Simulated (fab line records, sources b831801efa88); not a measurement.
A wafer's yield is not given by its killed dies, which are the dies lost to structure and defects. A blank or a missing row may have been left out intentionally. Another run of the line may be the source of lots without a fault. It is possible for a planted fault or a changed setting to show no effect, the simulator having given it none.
The tool behind it: which one? / flow sky130 / 15 lots with 45 wafers sampled at 5 steps, on a route of 708 steps

WHAT EACH GAUGE READ, for each wafer
SKY_SONOS_ONO_THK_MEAS_01.
lot=L234; measured=day 11 03:55; on=filmMetro-03; SONOS_ONO_OXIDATION_THK (nm)=2.55 2.61 2.58
lot=L235; measured=day 11 21:27; on=filmMetro-02; SONOS_ONO_OXIDATION_THK (nm)=2.65 2.64 2.63
lot=L236; measured=day 12 00:43; on=filmMetro-03; SONOS_ONO_OXIDATION_THK (nm)=2.61 2.64 2.68
lot=L240; measured=day 13 10:31; on=filmMetro-01; SONOS_ONO_OXIDATION_THK (nm)=2.55 2.48 2.47
lot=L241; measured=day 13 17:37; on=filmMetro-01; SONOS_ONO_OXIDATION_THK (nm)=2.55 2.59 2.62
lot=L242; measured=day 14 01:27; on=filmMetro-02; SONOS_ONO_OXIDATION_THK (nm)=2.66 2.65 2.59
lot=L244; measured=day 14 13:32; on=filmMetro-01; SONOS_ONO_OXIDATION_THK (nm)=2.66 2.61 2.58
lot=L247; measured=day 15 18:13; on=filmMetro-02; SONOS_ONO_OXIDATION_THK (nm)=2.59 2.59 2.67
lot=L248; measured=day 16 02:09; on=filmMetro-03; SONOS_ONO_OXIDATION_THK (nm)=2.70 2.61 2.71
lot=L250; measured=day 16 15:25; on=filmMetro-02; SONOS_ONO_OXIDATION_THK (nm)=2.56 2.53 2.63
lot=L252; measured=day 17 06:53; on=filmMetro-03; SONOS_ONO_OXIDATION_THK (nm)=2.61 2.65 2.69
lot=L253; measured=day 17 15:22; on=filmMetro-03; SONOS_ONO_OXIDATION_THK (nm)=2.60 2.59 2.57
lot=L255; measured=day 18 08:08; on=filmMetro-03; SONOS_ONO_OXIDATION_THK (nm)=2.60 2.54 2.54
lot=L256; measured=day 18 12:56; on=filmMetro-02; SONOS_ONO_OXIDATION_THK (nm)=2.56 2.61 2.56
lot=L257; measured=day 18 20:52; on=filmMetro-03; SONOS_ONO_OXIDATION_THK (nm)=2.50 2.49 2.52

SKY_POLY_GATE_CD_MEAS_13 targets a cd of 150 nm.
lot=L234; measured=day 15 22:17; on=cdSem-01; cdNm (nm)=152.0 152.1 151.5
lot=L235; measured=day 16 16:52; on=cdSem-02; cdNm (nm)=150.5 151.4 151.8
lot=L236; measured=day 16 21:43; on=cdSem-02; cdNm (nm)=150.3 150.4 150.2
lot=L240; measured=day 18 14:53; on=cdSem-01; cdNm (nm)=151.9 151.4 151.4
lot=L241; measured=day 18 23:01; on=cdSem-01; cdNm (nm)=150.3 149.5 151.8
lot=L242; measured=day 19 08:31; on=cdSem-02; cdNm (nm)=149.6 149.7 149.8
lot=L244; measured=day 19 21:49; on=cdSem-02; cdNm (nm)=149.0 149.6 149.3
lot=L247; measured=day 21 08:09; on=cdSem-02; cdNm (nm)=150.8 151.0 151.2
lot=L248; measured=day 21 15:22; on=cdSem-01; cdNm (nm)=147.8 149.1 148.6
lot=L250; measured=day 22 03:37; on=cdSem-02; cdNm (nm)=149.9 150.1 149.3
lot=L252; measured=day 22 18:33; on=cdSem-02; cdNm (nm)=150.3 150.3 152.1
lot=L253; measured=day 23 02:00; on=cdSem-02; cdNm (nm)=149.9 149.6 150.3
lot=L255; measured=day 23 20:12; on=cdSem-02; cdNm (nm)=151.3 151.0 150.0
lot=L256; measured=day 24 00:54; on=cdSem-02; cdNm (nm)=149.0 148.2 149.2
lot=L257; measured=day 24 09:34; on=cdSem-01; cdNm (nm)=150.6 150.0 149.8

SKY_LDD_LDN_TW_MEAS_13.
lot=L234; measured=day 22 11:07; on=filmMetro-03; LDD_LDN_TW=1485 1482 1491
lot=L235; measured=day 23 06:17; on=filmMetro-03; LDD_LDN_TW=1495 1491 1492
lot=L236; measured=day 23 10:16; on=filmMetro-02; LDD_LDN_TW=1464 1464 1471
lot=L240; measured=day 25 03:03; on=filmMetro-02; LDD_LDN_TW=1348 1353 1348
lot=L241; measured=day 25 11:58; on=filmMetro-01; LDD_LDN_TW=1354 1354 1363
lot=L242; measured=day 25 21:52; on=filmMetro-03; LDD_LDN_TW=1361 1364 1369
lot=L244; measured=day 26 07:28; on=filmMetro-03; LDD_LDN_TW=1478 1490 1489
lot=L247; measured=day 27 15:19; on=filmMetro-02; LDD_LDN_TW=1471 1459 1470
lot=L248; measured=day 27 22:40; on=filmMetro-01; LDD_LDN_TW=1476 1472 1472
lot=L250; measured=day 28 08:58; on=filmMetro-02; LDD_LDN_TW=1475 1471 1475
lot=L252; measured=day 29 05:27; on=filmMetro-01; LDD_LDN_TW=1468 1482 1476
lot=L253; measured=day 29 07:01; on=filmMetro-01; LDD_LDN_TW=1476 1469 1477
lot=L255; measured=day 29 23:32; on=filmMetro-02; LDD_LDN_TW=1450 1454 1453
lot=L256; measured=day 30 03:47; on=filmMetro-03; LDD_LDN_TW=1483 1481 1488
lot=L257; measured=day 30 11:06; on=filmMetro-03; LDD_LDN_TW=1488 1489 1487

WHICH TOOL RAN EACH LOT (tool, then ch and the chambers of the sampled wafers, then the start)
lot=L234; SKY_POLY_GATE_STRIP_18=plasmaAsher-02 ch 0,1, day 15 22:39; SKY_LDD_LDN_IMPLANT_08=implanter-01 ch 0, day 22 10:26
lot=L235; SKY_POLY_GATE_STRIP_18=plasmaAsher-04 ch 1, day 16 17:15; SKY_LDD_LDN_IMPLANT_08=implanter-01 ch 0, day 23 05:36
lot=L236; SKY_POLY_GATE_STRIP_18=plasmaAsher-04 ch 0,1, day 16 22:06; SKY_LDD_LDN_IMPLANT_08=implanter-01 ch 0, day 23 09:35
lot=L240; SKY_POLY_GATE_STRIP_18=plasmaAsher-02 ch 0, day 18 15:15; SKY_LDD_LDN_IMPLANT_08=implanter-02, day 25 02:22
lot=L241; SKY_POLY_GATE_STRIP_18=plasmaAsher-02 ch 0,1, day 18 23:23; SKY_LDD_LDN_IMPLANT_08=implanter-03, day 25 11:17
lot=L242; SKY_POLY_GATE_STRIP_18=plasmaAsher-02 ch 0,1, day 19 08:53; SKY_LDD_LDN_IMPLANT_08=implanter-01, day 25 21:11
lot=L244; SKY_POLY_GATE_STRIP_18=plasmaAsher-02 ch 0,1, day 19 22:12; SKY_LDD_LDN_IMPLANT_08=implanter-01 ch 0, day 26 06:46
lot=L247; SKY_POLY_GATE_STRIP_18=plasmaAsher-04 ch 0,1, day 21 08:32; SKY_LDD_LDN_IMPLANT_08=implanter-02 ch 0, day 27 14:37
lot=L248; SKY_POLY_GATE_STRIP_18=plasmaAsher-01 ch 0,1, day 21 15:45; SKY_LDD_LDN_IMPLANT_08=implanter-03 ch 0, day 27 21:59
lot=L250; SKY_POLY_GATE_STRIP_18=plasmaAsher-04 ch 0,1, day 22 04:01; SKY_LDD_LDN_IMPLANT_08=implanter-01 ch 0, day 28 08:16
lot=L252; SKY_POLY_GATE_STRIP_18=plasmaAsher-02 ch 0,1, day 22 18:57; SKY_LDD_LDN_IMPLANT_08=implanter-03 ch 0, day 29 01:23
lot=L253; SKY_POLY_GATE_STRIP_18=plasmaAsher-01 ch 0,1, day 23 02:23; SKY_LDD_LDN_IMPLANT_08=implanter-02 ch 0, day 29 06:19
lot=L255; SKY_POLY_GATE_STRIP_18=plasmaAsher-02 ch 0,1, day 23 20:35; SKY_LDD_LDN_IMPLANT_08=implanter-02 ch 0, day 29 22:50
lot=L256; SKY_POLY_GATE_STRIP_18=plasmaAsher-02 ch 0,1, day 24 01:18; SKY_LDD_LDN_IMPLANT_08=implanter-01 ch 0, day 30 03:05
lot=L257; SKY_POLY_GATE_STRIP_18=plasmaAsher-01 ch 0,1, day 24 09:56; SKY_LDD_LDN_IMPLANT_08=implanter-03 ch 0, day 30 10:25
- SKY_POLY_GATE_STRIP_18: strips in O2/N2.
- SKY_LDD_LDN_IMPLANT_08

WHAT THE TOOLS THEMSELVES READ (means of the sampled wafers that have a number; where no wafer has one, the mark that the record gives instead)
SKY_POLY_GATE_STRIP_18.
lot=L234; tool=plasmaAsher-02; drypumpMotorCurrentA (A)=5.6; oesProductAu (a.u.)=0.358; stripTimeToEndpointS (s)=3.126
lot=L235; tool=plasmaAsher-04; drypumpMotorCurrentA (A)=6.5; oesProductAu (a.u.)=0.360; stripTimeToEndpointS (s)=3.196
lot=L236; tool=plasmaAsher-04; drypumpMotorCurrentA (A)=6.5; oesProductAu (a.u.)=0.360; stripTimeToEndpointS (s)=3.144
lot=L240; tool=plasmaAsher-02; drypumpMotorCurrentA (A)=5.4; oesProductAu (a.u.)=0.360; stripTimeToEndpointS (s)=3.170
lot=L241; tool=plasmaAsher-02; drypumpMotorCurrentA (A)=5.6; oesProductAu (a.u.)=0.365; stripTimeToEndpointS (s)=3.204
lot=L242; tool=plasmaAsher-02; drypumpMotorCurrentA (A)=5.6; oesProductAu (a.u.)=0.361; stripTimeToEndpointS (s)=3.160
lot=L244; tool=plasmaAsher-02; drypumpMotorCurrentA (A)=5.5; oesProductAu (a.u.)=0.360; stripTimeToEndpointS (s)=3.173
lot=L247; tool=plasmaAsher-04; drypumpMotorCurrentA (A)=6.4; oesProductAu (a.u.)=0.363; stripTimeToEndpointS (s)=3.195
lot=L248; tool=plasmaAsher-01; drypumpMotorCurrentA (A)=5.9; oesProductAu (a.u.)=0.359; stripTimeToEndpointS (s)=3.168
lot=L250; tool=plasmaAsher-04; drypumpMotorCurrentA (A)=6.5; oesProductAu (a.u.)=0.362; stripTimeToEndpointS (s)=3.159
lot=L252; tool=plasmaAsher-02; drypumpMotorCurrentA (A)=5.5; oesProductAu (a.u.)=0.361; stripTimeToEndpointS (s)=3.200
lot=L253; tool=plasmaAsher-01; drypumpMotorCurrentA (A)=5.8; oesProductAu (a.u.)=0.361; stripTimeToEndpointS (s)=3.178
lot=L255; tool=plasmaAsher-02; drypumpMotorCurrentA (A)=5.5; oesProductAu (a.u.)=0.363; stripTimeToEndpointS (s)=3.177
lot=L256; tool=plasmaAsher-02; drypumpMotorCurrentA (A)=5.5; oesProductAu (a.u.)=0.359; stripTimeToEndpointS (s)=3.168
lot=L257; tool=plasmaAsher-01; drypumpMotorCurrentA (A)=5.8; oesProductAu (a.u.)=0.364; stripTimeToEndpointS (s)=3.202

SKY_LDD_LDN_IMPLANT_08.
lot=L234; tool=implanter-01; beamEnergyKeV=15.001; beamOnS (s)=9.86; rotationDeg (degrees)=23.001
lot=L235; tool=implanter-01; beamEnergyKeV=15.003; beamOnS (s)=9.99; rotationDeg (degrees)=23.015
lot=L236; tool=implanter-01; beamEnergyKeV=15.003; beamOnS (s)=10.11; rotationDeg (degrees)=22.993
lot=L240; tool=implanter-02; beamEnergyKeV=-; beamOnS (s)=-; rotationDeg (degrees)=-
lot=L241; tool=implanter-03; beamEnergyKeV=-; beamOnS (s)=-; rotationDeg (degrees)=-
lot=L242; tool=implanter-01; beamEnergyKeV=-; beamOnS (s)=-; rotationDeg (degrees)=-
lot=L244; tool=implanter-01; beamEnergyKeV=14.998; beamOnS (s)=10.14; rotationDeg (degrees)=22.996
lot=L247; tool=implanter-02; beamEnergyKeV=15.002; beamOnS (s)=9.78; rotationDeg (degrees)=22.963
lot=L248; tool=implanter-03; beamEnergyKeV=14.998; beamOnS (s)=9.90; rotationDeg (degrees)=22.990
lot=L250; tool=implanter-01; beamEnergyKeV=14.999; beamOnS (s)=9.94; rotationDeg (degrees)=23.009
lot=L252; tool=implanter-03; beamEnergyKeV=15.000; beamOnS (s)=9.93; rotationDeg (degrees)=23.007
lot=L253; tool=implanter-02; beamEnergyKeV=15.000; beamOnS (s)=9.95; rotationDeg (degrees)=23.003
lot=L255; tool=implanter-02; beamEnergyKeV=14.999; beamOnS (s)=9.94; rotationDeg (degrees)=23.003
lot=L256; tool=implanter-01; beamEnergyKeV=15.000; beamOnS (s)=9.98; rotationDeg (degrees)=23.018
lot=L257; tool=implanter-03; beamEnergyKeV=15.001; beamOnS (s)=10.08; rotationDeg (degrees)=23.023

THE ANSWER, worked out from the rows above alone
Rule: usual is defined by the lots themselves. The widest of any qualifying gaps counts: lots, ordered by their means at a reading, are off when they make up no more than a third of the lots, leave a main group of 4 or more, and stand apart from it by 3 or more times the standard deviation of that group's means. The tables above print the reading to a certain number of digits; a main group whose means all agree to those digits is not used. Also off: a lot with no number at a reading for which 4 or more lots have one. All remaining lots with rows at the step are treated as sound. Order of review: gauges by route order, followed by the tools' own readings, for which a lot's mean as printed above is used. The first step at which some lot is off is used, and at that step the reading that is off furthest; a lot without a number counts as furthest.
Off: at SKY_LDD_LDN_TW_MEAS_13 (LDD_LDN_TW), L240, L241, L242. Main group: mean 1476, sd 11.
If a tool, at a process step before that reading, ran all the lots that are off and no sound lot after the first of them, it fits. The gauges at SKY_LDD_LDN_TW_MEAS_13 aren't tried: what is off there is off at SKY_LDD_LDN_IMPLANT_08 too, on other tools, and a gauge's error can't cause that. No candidate that was tried fits.

WHAT THE SIMULATOR PUT IN
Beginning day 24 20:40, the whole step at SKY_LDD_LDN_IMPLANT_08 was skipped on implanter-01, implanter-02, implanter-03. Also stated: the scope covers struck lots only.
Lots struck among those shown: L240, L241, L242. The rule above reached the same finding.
